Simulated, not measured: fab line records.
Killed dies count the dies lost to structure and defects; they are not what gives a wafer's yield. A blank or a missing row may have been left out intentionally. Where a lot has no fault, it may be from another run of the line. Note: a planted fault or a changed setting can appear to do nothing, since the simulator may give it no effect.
fab line records	flow sky130
record lots=12	wafers=36	last_day=50
route steps=708 shown VIA3@576 METAL4@600 CAP2M@605 PAD_OPEN@708
lots that met no fault: taken from a fault-free run of the same line
start_h: the number of hours between the record's first day and the start of the first shown wafer of the lot	wait_h: hours from the lot's prior step to this one	" unchanged from the row above	L1.1+2: one row covering several wafers at once	- value missing, or start not given	* or withheld: withheld	< > ~ a bound
route shown NAME@n: NAME is a module with steps in the file, n the number in the route of the first one	usual: average and standard deviation across the fault-free wafers	same: alike in all rows	chamber/n: place in a boat	sites: per-site readings	_std_site: standard deviation of those values	_edge_site: inner sites' mean taken away from outer sites' mean	radius_mm: for every site, how far away it sits from the centre of the wafer	mask NAME#n: copy n	behind: tool/chamber where the wafer was last shaped	hold: why the lot went on hold/how many hours it stayed there/how the hold came to an end	device: transistor that didn't switch, given as n, p or np	end of line: tests run on the same wafers once the route is complete	a step without rows: its recipe alone	killed: dies that structure and defects cost at the first sort, which is not the same as the wafer's yield	map: per-die view of a wafer (x killed, . not killed, _ where there is no die)
set.NAME: the setting the step ran with; set.NAME@STEP: the setting that earlier step ran with	model.NAME: the simulator's own value behind a step, which no gauge read
the route's steps for a sample of lots (tables are steps, rows are wafers)
services: from which hour (start_h, from the record's first day; less than 0 if before it) a tool's chamber was out of use, for how many hours, and why
## steps
# step SKY_VIA3_BOW_MEAS_03
# recipe mode=bow
# usual VIA3_BOW=80/8.9
lot.wafer	tool	chamber	start_h	wait_h	VIA3_BOW[um]
L813.1	film_metro-01	-	900.57	0.2	75
L813.2	"	-	"	"	79
L813.6	"	-	"	"	69
L814.2	film_metro-02	-	904.24	0.2	88
L814.4	"	-	"	"	78
L814.5	"	-	"	"	88
L815.1	film_metro-03	-	913.14	0.2	82
L815.5	"	-	"	"	64
L815.6	"	-	"	"	64
L817.3	film_metro-01	-	929.06	0.2	86
L817.4	"	-	"	"	98
L817.6	"	-	"	"	83
L818.2	film_metro-01	-	940.07	0.1	79
L818.3	"	-	"	"	77
L818.4	"	-	"	"	86
L819.2	film_metro-03	-	942.75	0.3	87
L819.5	"	-	"	"	75
L819.6	"	-	"	"	78
L820.1	film_metro-01	-	953.99	0.1	96
L820.2	"	-	"	"	91
L820.6	"	-	"	"	96
L822.2	film_metro-02	-	971.83	0.3	58
L822.4	"	-	"	"	68
L822.6	"	-	"	"	80
L827.1	film_metro-02	-	1001.27	0.1	74
L827.4	"	-	"	"	75
L827.6	"	-	"	"	88
L828.1	film_metro-03	-	1012.72	0.2	94
L828.2	"	-	"	"	74
L828.4	"	-	"	"	89
L830.2	film_metro-02	-	1023.27	0.2	82
L830.3	"	-	"	"	86
L830.4	"	-	"	"	100
L832.4	film_metro-02	-	1045.41	0.2	88
L832.5	"	-	"	"	88
L832.6	"	-	"	"	78
# step SKY_VIA3_RS_MEAS_22
# recipe thk_meas_gauge=four-point-probe	reads=W_of_VIA3_CVD_21+TiN_of_VIA3_SPUTTER_20
# usual VIA3_W_RS=0.2948/0.0029
lot.wafer	tool	chamber	start_h	wait_h	VIA3_W_RS[ohm/sq]
L813.1	film_metro-01	-	926.96	0.1	0.2970
L813.2	"	-	"	"	0.2973
L813.6	"	-	"	"	0.2953
L814.2	film_metro-03	-	930.39	0.1	0.2953
L814.4	"	-	"	"	0.2970
L814.5	"	-	"	"	0.2987
L815.1	film_metro-01	-	938.87	0.1	0.2974
L815.5	"	-	"	"	0.2998
L815.6	"	-	"	"	0.2960
L817.3	film_metro-02	-	954.11	0.1	0.3012
L817.4	"	-	"	"	0.2988
L817.6	"	-	"	"	0.2999
L818.2	film_metro-02	-	964.92	0.1	0.2971
L818.3	"	-	"	"	0.2930
L818.4	"	-	"	"	0.2936
L819.2	film_metro-03	-	968.35	0.1	0.2932
L819.5	"	-	"	"	0.2913
L819.6	"	-	"	"	0.2927
L820.1	film_metro-01	-	979.12	0.1	0.2929
L820.2	"	-	"	"	0.2950
L820.6	"	-	"	"	0.2935
L822.2	film_metro-02	-	996.50	0.1	0.2945
L822.4	"	-	"	"	0.2968
L822.6	"	-	"	"	0.2939
L827.1	film_metro-03	-	1024.73	0.1	0.2970
L827.4	"	-	"	"	0.2974
L827.6	"	-	"	"	0.2921
L828.1	film_metro-02	-	1035.55	0.1	0.2923
L828.2	"	-	"	"	0.2960
L828.4	"	-	"	"	0.2920
L830.2	film_metro-01	-	1046.50	0.1	0.2958
L830.3	"	-	"	"	0.2897
L830.4	"	-	"	"	0.2928
L832.4	film_metro-03	-	1068.39	0.1	0.2912
L832.5	"	-	"	"	0.2889
L832.6	"	-	"	"	0.2948
# step SKY_METAL4_SPUTTER_02
# recipe material=AlCu	target_thk_nm=735	power_w=10600	time_s=39.1	chamber_pressure_pa=0.4
# usual chamber_pressure_pa=0.4000/0.00078	throttle_valve_pct=30.5/1.1
lot.wafer	tool	chamber	start_h	wait_h	chamber_pressure_pa	throttle_valve_pct
L813.1	pvd_sputter-02	-	927.49	0.0	0.3983	29.6
L813.2	"	-	"	"	0.3997	29.4
L813.6	"	-	"	"	0.4005	29.4
L814.2	pvd_sputter-03	-	930.90	0.0	0.3998	30.4
L814.4	"	-	"	"	0.4003	30.7
L814.5	"	-	"	"	0.4001	30.4
L815.1	pvd_sputter-04	-	939.39	0.0	0.3997	29.9
L815.5	"	-	"	"	0.3990	28.5
L815.6	"	-	"	"	0.4013	31.5
L817.3	pvd_sputter-02	-	954.94	0.0	0.3990	33.0
L817.4	"	-	"	"	0.4003	31.0
L817.6	"	-	"	"	0.3989	32.9
L818.2	pvd_sputter-04	-	965.42	0.0	0.4009	28.5
L818.3	"	-	"	"	0.4015	31.8
L818.4	"	-	"	"	0.4002	30.0
L819.2	pvd_sputter-02	-	968.85	0.0	0.4011	32.9
L819.5	"	-	"	"	0.4011	31.0
L819.6	"	-	"	"	0.3991	33.1
L820.1	pvd_sputter-02	-	979.74	0.0	0.4002	31.0
L820.2	"	-	"	"	0.4001	33.1
L820.6	"	-	"	"	0.4000	29.7
L822.2	pvd_sputter-04	-	997.00	0.0	0.4008	30.2
L822.4	"	-	"	"	0.4013	30.2
L822.6	"	-	"	"	0.4004	31.8
L827.1	pvd_sputter-03	-	1025.25	0.0	0.3998	30.9
L827.4	"	-	"	"	0.4000	30.7
L827.6	"	-	"	"	0.4011	30.3
L828.1	pvd_sputter-03	-	1036.07	0.0	0.4007	31.0
L828.2	"	-	"	"	0.3997	30.8
L828.4	"	-	"	"	0.4003	30.4
L830.2	pvd_sputter-04	-	1047.00	0.0	0.3990	30.1
L830.3	"	-	"	"	0.3998	28.7
L830.4	"	-	"	"	0.4002	31.7
L832.4	pvd_sputter-03	-	1068.86	0.0	0.3995	29.7
L832.5	"	-	"	"	0.3991	30.4
L832.6	"	-	"	"	0.3997	31.0
# step SKY_CAP2M_SPUTTER_02
# recipe material=TiN	target_thk_nm=200	temp_c=300	power_w=6500	time_s=166.7	chamber_pressure_pa=0.4
# usual chamber_pressure_pa=0.4000/0.00085	throttle_valve_pct=30.2/0.87
lot.wafer	tool	chamber	start_h	wait_h	chamber_pressure_pa	throttle_valve_pct
L813.1	pvd_sputter-04	-	927.67	0.1	0.3998	30.1
L813.2	"	-	"	"	0.4006	28.6
L813.6	"	-	"	"	0.3989	31.7
L814.2	pvd_sputter-01	-	931.09	0.0	0.3993	30.5
L814.4	"	-	"	"	0.3999	30.7
L814.5	"	-	"	"	0.4005	29.1
L815.1	pvd_sputter-02	-	939.58	0.1	0.3993	31.2
L815.5	"	-	"	"	0.3986	31.3
L815.6	"	-	"	"	0.3980	29.5
L817.3	pvd_sputter-01	-	955.12	0.0	0.4003	30.2
L817.4	"	-	"	"	0.3993	30.1
L817.6	"	-	"	"	0.4010	29.5
L818.2	pvd_sputter-01	-	965.61	0.0	0.3988	30.0
L818.3	"	-	"	"	0.4012	30.0
L818.4	"	-	"	"	0.4005	30.7
L819.2	pvd_sputter-04	-	969.05	0.0	0.3999	28.8
L819.5	"	-	"	"	0.4014	31.7
L819.6	"	-	"	"	0.4008	28.6
L820.1	pvd_sputter-01	-	979.93	0.1	0.3995	29.6
L820.2	"	-	"	"	0.4008	30.6
L820.6	"	-	"	"	0.3997	30.6
L822.2	pvd_sputter-02	-	997.19	0.0	0.4002	33.0
L822.4	"	-	"	"	0.4009	29.0
L822.6	"	-	"	"	0.3993	32.8
L827.1	pvd_sputter-01	-	1025.45	0.1	0.4001	30.5
L827.4	"	-	"	"	0.4008	29.3
L827.6	"	-	"	"	0.4721	27.7
L828.1	pvd_sputter-01	-	1036.26	0.1	0.3995	30.4
L828.2	"	-	"	"	0.4726	27.5
L828.4	"	-	"	"	0.4016	29.2
L830.2	pvd_sputter-01	-	1047.19	0.0	0.4008	30.6
L830.3	"	-	"	"	0.4726	27.5
L830.4	"	-	"	"	0.4717	27.8
L832.4	pvd_sputter-02	-	1069.05	0.0	0.4004	33.1
L832.5	"	-	"	"	0.3999	31.2
L832.6	"	-	"	"	0.4004	29.3
# step SKY_PAD_OPEN_PROBE_99
# usual defect_limited_yield=82.3/2	killed_at_M0_to_M3=43/6.7	killed_at_M4_up=3.0/1.9	killed_at_contacts=25/5.4	killed_at_front_end=16/4.5	killed_at_other=0.4/0.62	killed_dies=87/9.6	killed_open=47/7	killed_short=39/6.1	sort_bin_3_pad_short=0.9/0.43	sort_bin_5_function=10.4/1.6	sort_bin_6_memory=6.3/0.99	sort_n_pass=405/9.6	sort_yield_pct=82.3/2
# same gross_dies=492	killed_at_back_side=0	sort_bin_4_leakage[%]=0	sort_bin_8_speed[%]=0
lot.wafer	tool	chamber	start_h	wait_h	defect_limited_yield[%]	killed_at_M0_to_M3	killed_at_M4_up	killed_at_contacts	killed_at_front_end	killed_at_other	killed_dies	killed_open	killed_short	sort_bin_3_pad_short[%]	sort_bin_5_function[%]	sort_bin_6_memory[%]	sort_n_pass	sort_yield_pct[%]
L813.1	prober-01	-	1072.39	0.1	81.7	46	3	28	13	0	90	52	38	1.8	10.4	6.1	402	81.7
L813.2	prober-01	-	1072.44	0.1	80.9	44	3	33	14	0	94	54	39	0.8	11.8	6.5	398	80.9
L813.6	prober-01	-	1072.64	0.2	78.3	47	2	38	20	0	107	56	51	1.4	12.2	8.1	385	78.3
L814.2	prober-02	-	1075.59	0.1	81.3	52	4	24	12	0	92	43	49	1.4	11.0	6.3	400	81.3
L814.4	prober-02	-	1075.69	0.2	83.3	37	3	23	19	0	82	34	48	1.6	9.6	5.5	410	83.3
L814.5	prober-02	-	1075.74	0.2	84.3	37	3	20	17	0	77	43	34	1.2	8.3	6.1	415	84.3
L815.1	prober-01	-	1082.09	0.1	81.5	41	1	28	21	0	91	50	41	0.8	11.2	6.5	401	81.5
L815.5	prober-01	-	1082.29	0.2	81.7	42	6	29	13	0	90	52	38	0.6	10.6	7.1	402	81.7
L815.6	prober-01	-	1082.34	0.2	80.7	44	3	30	18	0	95	48	47	1.0	13.0	5.3	397	80.7
L817.3	prober-01	-	1094.56	0.2	81.9	43	3	24	18	1	89	49	40	0.8	11.6	5.7	403	81.9
L817.4	prober-01	-	1094.61	0.2	81.3	41	3	21	26	1	92	48	44	1.0	10.4	7.3	400	81.3
L817.6	prober-01	-	1094.71	0.2	79.3	48	5	27	22	0	102	52	50	1.4	12.8	6.5	390	79.3
L818.2	prober-02	-	1104.41	0.1	81.1	52	4	25	12	0	93	50	43	1.0	10.0	7.9	399	81.1
L818.3	prober-02	-	1104.46	0.2	82.3	46	3	21	16	1	87	51	36	1.0	10.4	6.3	405	82.3
L818.4	prober-02	-	1104.51	0.2	83.7	45	1	22	10	2	80	44	35	0.4	10.6	5.3	412	83.7
L819.2	prober-01	-	1107.41	0.1	78.9	56	4	29	14	1	104	59	45	0.8	14.6	5.7	388	78.9
L819.5	prober-01	-	1107.56	0.2	81.1	49	2	26	16	0	93	48	45	1.8	10.4	6.7	399	81.1
L819.6	prober-01	-	1107.61	0.2	79.3	49	1	29	23	0	102	51	51	1.4	12.8	6.5	390	79.3
L820.1	prober-02	-	1117.92	0.1	80.1	46	6	24	22	0	98	58	40	1.0	11.6	7.3	394	80.1
L820.2	prober-02	-	1117.97	0.1	84.6	32	7	23	13	1	76	42	34	0.6	10.8	4.1	416	84.6
L820.6	prober-02	-	1118.17	0.2	85.0	39	2	14	19	0	74	41	33	0.2	8.7	6.1	418	85.0
L822.2	prober-02	-	1131.46	0.1	81.1	39	4	34	13	3	93	48	43	1.6	10.4	6.9	399	81.1
L822.4	prober-02	-	1131.56	0.2	83.1	42	2	25	12	2	83	56	24	0.6	11.8	4.5	409	83.1
L822.6	prober-02	-	1131.66	0.2	82.5	39	1	29	16	1	86	47	36	1.2	10.6	5.7	406	82.5
L827.1	prober-01	-	1155.94	0.1	83.9	46	3	17	13	0	79	43	36	1.2	8.7	6.1	413	83.9
L827.4	prober-01	-	1156.09	0.2	81.7	48	5	25	11	1	90	37	53	1.2	10.6	6.5	402	81.7
L827.6	prober-01	-	1156.19	0.2	82.7	47	2	15	21	0	85	51	34	1.2	11.0	5.1	407	82.7
L828.1	prober-02	-	1161.31	0.1	82.9	41	8	24	11	0	84	41	42	0.6	11.4	5.1	408	82.9
L828.2	prober-02	-	1161.36	0.1	81.9	46	3	24	15	1	89	42	47	1.2	10.4	6.5	403	81.9
L828.4	prober-02	-	1161.46	0.2	80.9	50	3	23	18	0	94	50	44	2.2	10.4	6.5	398	80.9
L830.2	prober-02	-	1171.43	0.1	81.3	41	3	25	23	0	92	43	49	0.4	13.2	5.1	400	81.3
L830.3	prober-02	-	1171.48	0.2	84.1	48	4	20	6	0	78	40	38	1.2	8.3	6.3	414	84.1
L830.4	prober-02	-	1171.53	0.2	84.1	48	3	17	10	0	78	36	42	1.2	9.3	5.3	414	84.1
L832.4	prober-01	-	1189.76	0.2	83.5	41	3	25	12	0	81	44	37	0.4	8.3	7.7	411	83.5
L832.5	prober-01	-	1189.81	0.2	85.0	34	1	17	22	0	74	49	25	0.6	8.9	5.5	418	85.0
L832.6	prober-01	-	1189.86	0.2	83.3	43	0	27	12	0	82	46	36	0	10.4	6.3	410	83.3
# killed by level:class
L813.1 VIA1:geometric_particle:open=16 CONTACT:geometric_particle:open=13 VIA2:geometric_particle:open=9 FIELD_ISO:geometric_particle:short=6 LOCAL_INTERCONNECT:geometric_particle:short=6 VIA3:geometric_particle:open=6 CONTACT:geometric_particle:short=5 VIA1:geometric_particle:short=4
L813.2 CONTACT:geometric_particle:open=13 LI_CONTACT:geometric_particle:open=11 VIA1:geometric_particle:open=10 VIA3:geometric_particle:open=9 METAL1:geometric_particle:short=7 VIA1:geometric_particle:short=4 FIELD_ISO:geometric_particle:short=3 POLY_GATE:geometric_particle:short=3
L813.6 VIA1:geometric_particle:open=12 LI_CONTACT:geometric_particle:open=11 CONTACT:geometric_particle:open=11 VIA1:geometric_particle:short=8 FIELD_ISO:geometric_particle:short=7 LI_CONTACT:geometric_particle:short=6 CONTACT:geometric_particle:short=6 METAL2:geometric_particle:short=6
L814.2 METAL2:geometric_particle:short=15 VIA1:geometric_particle:open=8 LI_CONTACT:geometric_particle:open=7 CONTACT:geometric_particle:open=7 VIA2:geometric_particle:open=7 METAL1:geometric_particle:short=6 POLY_GATE:geometric_particle:open=5 LOCAL_INTERCONNECT:geometric_particle:short=5
L814.4 POLY_GATE:geometric_particle:short=8 METAL2:geometric_particle:short=7 LOCAL_INTERCONNECT:geometric_particle:short=6 CONTACT:geometric_particle:open=6 METAL1:geometric_particle:short=6 LI_CONTACT:geometric_particle:open=5 LI_CONTACT:geometric_particle:short=5 FIELD_ISO:geometric_particle:open=4
L814.5 VIA1:geometric_particle:open=9 POLY_GATE:geometric_particle:short=7 VIA2:geometric_particle:open=6 LI_CONTACT:geometric_particle:short=5 LI_CONTACT:geometric_particle:open=5 CONTACT:geometric_particle:open=5 METAL1:geometric_particle:open=5 FIELD_ISO:geometric_particle:open=4
L815.1 CONTACT:geometric_particle:open=9 VIA1:geometric_particle:open=8 FIELD_ISO:geometric_particle:open=7 LI_CONTACT:geometric_particle:open=7 METAL1:geometric_particle:short=7 FIELD_ISO:geometric_particle:short=6 CONTACT:geometric_particle:short=6 METAL2:geometric_particle:short=5
L815.5 LI_CONTACT:geometric_particle:open=10 CONTACT:geometric_particle:open=10 VIA1:geometric_particle:open=9 VIA3:geometric_particle:open=8 METAL4:geometric_particle:short=6 FIELD_ISO:geometric_particle:short=5 POLY_GATE:geometric_particle:open=5 CONTACT:geometric_particle:short=5
L815.6 VIA2:geometric_particle:open=14 LI_CONTACT:geometric_particle:open=11 CONTACT:geometric_particle:short=9 VIA1:geometric_particle:open=9 FIELD_ISO:geometric_particle:short=6 METAL2:geometric_particle:short=6 POLY_GATE:geometric_particle:short=5 CONTACT:geometric_particle:open=5
L817.3 CONTACT:geometric_particle:open=10 VIA2:geometric_particle:open=10 FIELD_ISO:geometric_particle:short=8 LI_CONTACT:geometric_particle:open=7 VIA1:geometric_particle:short=6 VIA3:geometric_particle:open=6 VIA2:geometric_particle:short=5 POLY_GATE:geometric_particle:open=4
L817.4 FIELD_ISO:geometric_particle:open=8 FIELD_ISO:geometric_particle:short=8 CONTACT:geometric_particle:open=7 VIA1:geometric_particle:open=7 LI_CONTACT:geometric_particle:open=6 VIA1:geometric_particle:short=5 CONTACT:geometric_particle:short=5 METAL2:geometric_particle:short=5
L817.6 VIA3:geometric_particle:open=9 CONTACT:geometric_particle:open=9 VIA1:geometric_particle:open=9 METAL1:geometric_particle:short=8 FIELD_ISO:geometric_particle:short=7 VIA2:geometric_particle:open=7 FIELD_ISO:geometric_particle:open=6 LOCAL_INTERCONNECT:geometric_particle:short=6
L818.2 VIA1:geometric_particle:open=11 CONTACT:geometric_particle:open=10 LI_CONTACT:geometric_particle:open=8 METAL2:geometric_particle:short=7 VIA2:geometric_particle:open=7 VIA3:geometric_particle:short=7 VIA1:geometric_particle:short=5 POLY_GATE:geometric_particle:short=4
L818.3 VIA1:geometric_particle:open=10 CONTACT:geometric_particle:open=9 VIA3:geometric_particle:open=8 METAL2:geometric_particle:short=7 METAL1:geometric_particle:short=6 LI_CONTACT:geometric_particle:open=5 FIELD_ISO:geometric_particle:open=4 VIA2:geometric_particle:open=4
L818.4 LI_CONTACT:geometric_particle:open=8 VIA1:geometric_particle:open=8 VIA3:geometric_particle:open=7 METAL1:geometric_particle:short=7 CONTACT:geometric_particle:short=6 FIELD_ISO:geometric_particle:short=5 CONTACT:geometric_particle:open=5 VIA2:geometric_particle:open=5
L819.2 LI_CONTACT:geometric_particle:open=11 CONTACT:geometric_particle:open=11 METAL2:geometric_particle:short=10 VIA3:geometric_particle:open=10 VIA2:geometric_particle:open=8 VIA3:geometric_particle:short=6 VIA1:geometric_particle:open=5 VIA1:geometric_particle:short=5
L819.5 VIA1:geometric_particle:open=12 LI_CONTACT:geometric_particle:open=9 LOCAL_INTERCONNECT:geometric_particle:short=8 METAL2:geometric_particle:short=8 FIELD_ISO:geometric_particle:short=6 VIA3:geometric_particle:open=6 VIA2:geometric_particle:open=5 CONTACT:geometric_particle:open=5
L819.6 FIELD_ISO:geometric_particle:short=9 CONTACT:geometric_particle:open=9 VIA1:geometric_particle:open=9 METAL2:geometric_particle:short=8 VIA3:geometric_particle:open=8 FIELD_ISO:geometric_particle:open=7 CONTACT:geometric_particle:short=7 LI_CONTACT:geometric_particle:open=6
L820.1 VIA1:geometric_particle:open=14 CONTACT:geometric_particle:open=9 POLY_GATE:geometric_particle:open=8 VIA2:geometric_particle:open=8 LI_CONTACT:geometric_particle:open=6 POLY_GATE:geometric_particle:short=5 METAL4:geometric_particle:short=5 CONTACT:geometric_particle:short=5
L820.2 VIA1:geometric_particle:open=8 LI_CONTACT:geometric_particle:open=7 CONTACT:geometric_particle:open=7 FIELD_ISO:geometric_particle:short=5 VIA3:geometric_particle:open=5 POLY_GATE:geometric_particle:open=4 CONTACT:geometric_particle:short=4 METAL1:geometric_particle:short=4
L820.6 VIA1:geometric_particle:open=12 POLY_GATE:geometric_particle:open=7 VIA3:geometric_particle:open=7 CONTACT:geometric_particle:open=5 METAL1:geometric_particle:short=5 METAL2:geometric_particle:short=5 POLY_GATE:geometric_particle:short=4 SPACER:geometric_particle:short=4
L822.2 VIA1:geometric_particle:open=10 CONTACT:geometric_particle:open=9 VIA3:geometric_particle:open=9 LI_CONTACT:geometric_particle:short=8 LI_CONTACT:geometric_particle:open=8 FIELD_ISO:geometric_particle:short=6 METAL1:geometric_particle:short=6 LOCAL_INTERCONNECT:geometric_particle:short=5
L822.4 VIA3:geometric_particle:open=10 CONTACT:geometric_particle:open=10 VIA1:geometric_particle:open=10 LI_CONTACT:geometric_particle:open=8 VIA2:geometric_particle:open=7 METAL1:geometric_particle:short=4 VIA3:geometric_particle:short=4 POLY_GATE:geometric_particle:open=3
L822.6 VIA1:geometric_particle:open=10 LI_CONTACT:geometric_particle:open=10 VIA1:geometric_particle:short=7 LOCAL_INTERCONNECT:geometric_particle:short=6 VIA3:geometric_particle:open=6 CONTACT:geometric_particle:open=6 FIELD_ISO:geometric_particle:short=5 CONTACT:geometric_particle:short=5
L827.1 METAL2:geometric_particle:short=9 VIA1:geometric_particle:open=8 LI_CONTACT:geometric_particle:open=7 METAL1:geometric_particle:short=7 VIA2:geometric_particle:open=6 VIA3:geometric_particle:open=6 POLY_GATE:geometric_particle:open=5 CONTACT:geometric_particle:open=4
L827.4 METAL2:geometric_particle:short=11 LI_CONTACT:geometric_particle:open=10 CONTACT:geometric_particle:open=8 METAL1:geometric_particle:short=6 VIA1:geometric_particle:open=6 FIELD_ISO:geometric_particle:short=5 VIA1:geometric_particle:short=5 METAL4:geometric_particle:short=5
L827.6 VIA1:geometric_particle:open=14 METAL2:geometric_particle:short=7 LI_CONTACT:geometric_particle:open=7 VIA2:geometric_particle:open=7 FIELD_ISO:geometric_particle:open=6 FIELD_ISO:geometric_particle:short=5 VIA3:geometric_particle:short=5 METAL1:geometric_particle:short=5
L828.1 CONTACT:geometric_particle:open=8 VIA1:geometric_particle:short=8 VIA1:geometric_particle:open=8 VIA2:geometric_particle:open=7 LI_CONTACT:geometric_particle:open=7 FIELD_ISO:geometric_particle:short=5 METAL4:geometric_particle:short=5 LOCAL_INTERCONNECT:geometric_particle:short=4
L828.2 VIA1:geometric_particle:open=10 VIA1:geometric_particle:short=8 CONTACT:geometric_particle:open=7 METAL2:geometric_particle:short=7 LI_CONTACT:geometric_particle:open=6 POLY_GATE:geometric_particle:short=5 LOCAL_INTERCONNECT:geometric_particle:short=5 METAL1:geometric_particle:short=4
L828.4 VIA1:geometric_particle:open=12 FIELD_ISO:geometric_particle:short=8 LI_CONTACT:geometric_particle:open=7 METAL2:geometric_particle:short=7 CONTACT:geometric_particle:open=7 VIA2:geometric_particle:open=6 VIA3:geometric_particle:open=5 FIELD_ISO:geometric_particle:open=4
L830.2 FIELD_ISO:geometric_particle:open=8 LOCAL_INTERCONNECT:geometric_particle:short=8 VIA1:geometric_particle:open=8 CONTACT:geometric_particle:short=6 METAL1:geometric_particle:short=5 VIA1:geometric_particle:short=5 VIA3:geometric_particle:short=5 FIELD_ISO:geometric_particle:short=4
L830.3 VIA3:geometric_particle:open=12 CONTACT:geometric_particle:open=7 VIA2:geometric_particle:open=6 LI_CONTACT:geometric_particle:short=5 VIA1:geometric_particle:open=5 METAL3:geometric_particle:short=5 METAL1:geometric_particle:short=4 METAL2:geometric_particle:short=4
L830.4 VIA1:geometric_particle:open=13 CONTACT:geometric_particle:short=9 VIA3:geometric_particle:short=7 VIA2:geometric_particle:open=7 METAL1:geometric_particle:short=6 FIELD_ISO:geometric_particle:open=4 CONTACT:geometric_particle:open=4 METAL2:geometric_particle:short=4
L832.4 VIA1:geometric_particle:open=16 CONTACT:geometric_particle:open=8 METAL2:geometric_particle:short=6 LI_CONTACT:geometric_particle:open=5 LOCAL_INTERCONNECT:geometric_particle:short=5 POLY_GATE:geometric_particle:short=4 VIA1:geometric_particle:short=4 METAL1:geometric_particle:short=4
L832.5 VIA3:geometric_particle:open=11 FIELD_ISO:geometric_particle:open=7 POLY_GATE:geometric_particle:open=7 LI_CONTACT:geometric_particle:open=6 VIA1:geometric_particle:open=6 CONTACT:geometric_particle:short=4 FIELD_ISO:geometric_particle:short=3 VIA3:geometric_particle:short=3
L832.6 VIA2:geometric_particle:open=9 LI_CONTACT:geometric_particle:open=9 CONTACT:geometric_particle:open=9 VIA1:geometric_particle:open=9 POLY_GATE:geometric_particle:short=5 CONTACT:geometric_particle:short=5 METAL2:geometric_particle:short=5 FIELD_ISO:geometric_particle:short=4
## services
tool	chamber	start_h	hours	kind
pvd_sputter-02	-	945.60	2.5	repair
pvd_sputter-02	-	956.78	1.8	repair
pvd_sputter-02	-	971.94	0.6	repair
pvd_sputter-03	-	1014.56	1.2	repair
pvd_sputter-02	-	1018.62	7.8	repair
## key
first_sign step=SKY_CAP2M_SPUTTER_02	reading=chamber_pressure_pa	direction=up	sigmas=85	usual=0.4000	struck=0.4722
effect step=SKY_CAP2M_SPUTTER_02	reading=throttle_valve_pct	direction=down	sigmas=3	usual=30.2	struck=27.6
met_at SKY_CAP2M_SPUTTER_02
struck_lots L827,L828,L830
struck_wafers L827.6,L828.2,L830.3,L830.4
not_acting_at SKY_VIA3_BOW_MEAS_03,SKY_VIA3_RS_MEAS_22,SKY_METAL4_SPUTTER_02
onset_between 965.61 1025.45
fault kind=process_parameter_drift	tool=pvd_sputter-01	chamber=-	onset_h=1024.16	steps=SKY_CAP2M_SPUTTER_02	channel=chamber_pressure_pa	offset=0.072272	shape=step	end_h=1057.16	acts_in=these_recipes_only	stated=0.4	scope=struck_wafers_only
